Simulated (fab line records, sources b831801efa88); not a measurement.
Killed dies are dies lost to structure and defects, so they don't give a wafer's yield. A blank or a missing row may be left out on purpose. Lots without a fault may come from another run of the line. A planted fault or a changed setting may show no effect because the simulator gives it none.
A struck lot beside a sound one | flow sky130 | 16 steps out of a route of 708
Sound: wafers L146.2, L146.4, L146.6. Struck: wafers L157.1, L157.3, L157.6. The cause comes at the end.
At each step with rows: each side's tool, then ch and its chambers, then its first start. Under that, the readings that differ: sound wafers | struck wafers | difference of the means | sigmas: that difference in standard deviations of wafers without a fault.
alike: readings whose means differ by less than 2 such deviations, and words and numbers that are the same on both sides. not compared: withheld readings, readings that some wafer has no value for, bounds like >300 that may hide the same value, and numbers for which the record gives no deviation and whose values overlap.
The two part at a step that has a row with sigmas, a row that says differs or no value, or rows on one side only. Numbers that don't overlap but have no deviation are shown without sigmas and don't part them. A reading that every wafer of one side lacks parts them only if that side has two wafers or more.

SKY_VIA3_BOW_MEAS_03:
  sound on film_metro-03, day 39 21:25; struck on film_metro-03, day 43 03:39
  alike: VIA3_BOW
then, 8 steps without rows for these wafers: SKY_VIA3_DEHYDRATE_04 (time 60 s); SKY_VIA3_HMDS_05 (prime time 60 s); SKY_VIA3_COAT_06 (resist thk 60 nm); SKY_VIA3_COAT_07 (resist thk 450 nm); SKY_VIA3_SOFTBAKE_08 (time 87.26 s); SKY_VIA3_EXPOSE_09 (exposes mask VIM3, target cd 200 nm); SKY_VIA3_PEB_10; SKY_VIA3_DEVELOP_11 (develop time 60 s).
SKY_VIA3_CD_MEAS_12: target cd 200 nm.
  sound on cd_sem-01, day 40 21:07; struck on cd_sem-02, day 44 02:42
  alike: cd_nm
SKY_VIA3_OVL_MEAS_13:
  sound on overlay-02, day 40 21:13; struck on overlay-01, day 44 02:49
  alike: VIA3_OVL
SKY_VIA3_ETCH_14: etches BARC in N2/H2, stops on SiO2, time 45.9 s, target depth 60 nm.
  sound on rie_diel-02 ch 0,2,3, day 40 21:15; struck on rie_diel-03 ch 1,2, day 44 02:52
  alike: drypump_motor_current_A, oes_product_au, throttle_valve_pct
  not compared: rf_hours_counter_h
SKY_VIA3_ETCH_15: etches SiO2 in C4F8/O2/Ar, stops on TiN, target depth 507 nm, time 78 s.
  sound on rie_diel-02 ch 0,2,3, day 40 21:17; struck on rie_diel-03 ch 1,2, day 44 02:54
  reading                                     | sound             | struck            | difference | sigmas
  oes_product_au (a.u.)                       | 0.941 0.941 0.942 | 0.701 0.702 0.704 | -0.239     | -48
  model.etch.depth_nm (nm)                    | 464.7 464.1 463.1 | 262.9 267.8 267.3 | -198.0     |
  model.VIA3.feature_depth_nm (nm)            | 464.7 464.1 463.1 | 262.9 267.8 267.3 | -198.0     |
  model.KrF-thick_of_VIA3_COAT_07.thk_nm (nm) | 289.6 286.5 289.3 | 339.6 337.2 337.7 | +49.7      |
  not compared: rf_hours_counter_h
SKY_VIA3_STRIP_16: strips in O2/N2.
  sound on plasma_asher-03 ch 0,1, day 40 21:21; struck on plasma_asher-03 ch 0,1, day 44 02:58
  reading                      | sound             | struck            | difference | sigmas
  oes_product_au (a.u.)        | 0.396 0.398 0.401 | 0.417 0.419 0.429 | +0.023     | +5
  strip_time_to_endpoint_s (s) | 4.122 4.075 4.105 | 4.631 4.614 4.618 | +0.520     | +23
  alike: drypump_motor_current_A
  not compared: rf_hours_counter_h
then, 1 step without rows for these wafers: SKY_VIA3_STRIP_17 (strips in post etch residue remover, time 1200 s).
-- the record jumps here: 5 days lie between the struck wafers' starts before and after (it left off in module VIA3 and takes up again in module PAD_OPEN, whose first step shown is number 708 of the route) --
SKY_PAD_OPEN_PROBE_99:
  sound on prober-01, day 46 21:16; struck on prober-02, day 49 13:21
  reading                  | sound          | struck         | difference | sigmas
  defect_limited_yield (%) | 83.5 85.2 84.8 | 0 0 0          | -84        | -47
  killed_at_M0_to_M3       | 41 33 36       | 441 445 450    | +409       | +58
  killed_dies              | 81 73 75       | 492 492 492    | +416       | +46
  killed_on_rim            | 14 14 11       | 96 96 96       | +83        | +21
  sort_bin_5_function (%)  | 10.8 9.1 8.9   | 92.9 92.9 92.9 | +83.3      | +60
  sort_n_pass              | 411 419 417    | 0 0 0          | -416       | -46
  sort_yield_pct (%)       | 83.5 85.2 84.8 | 0 0 0          | -84        | -47
  alike: killed_at_M4_up, killed_at_contacts, killed_at_front_end, killed_at_other, killed_open, killed_short, sort_bin_3_pad_short, sort_bin_6_memory

WHERE THEY PART
First at SKY_VIA3_ETCH_15; last, within this record, at SKY_PAD_OPEN_PROBE_99.

WHY: what the simulator had put in
Process parameter drift: rie_diel-03, from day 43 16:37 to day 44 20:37, at SKY_VIA3_ETCH_15. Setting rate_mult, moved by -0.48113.
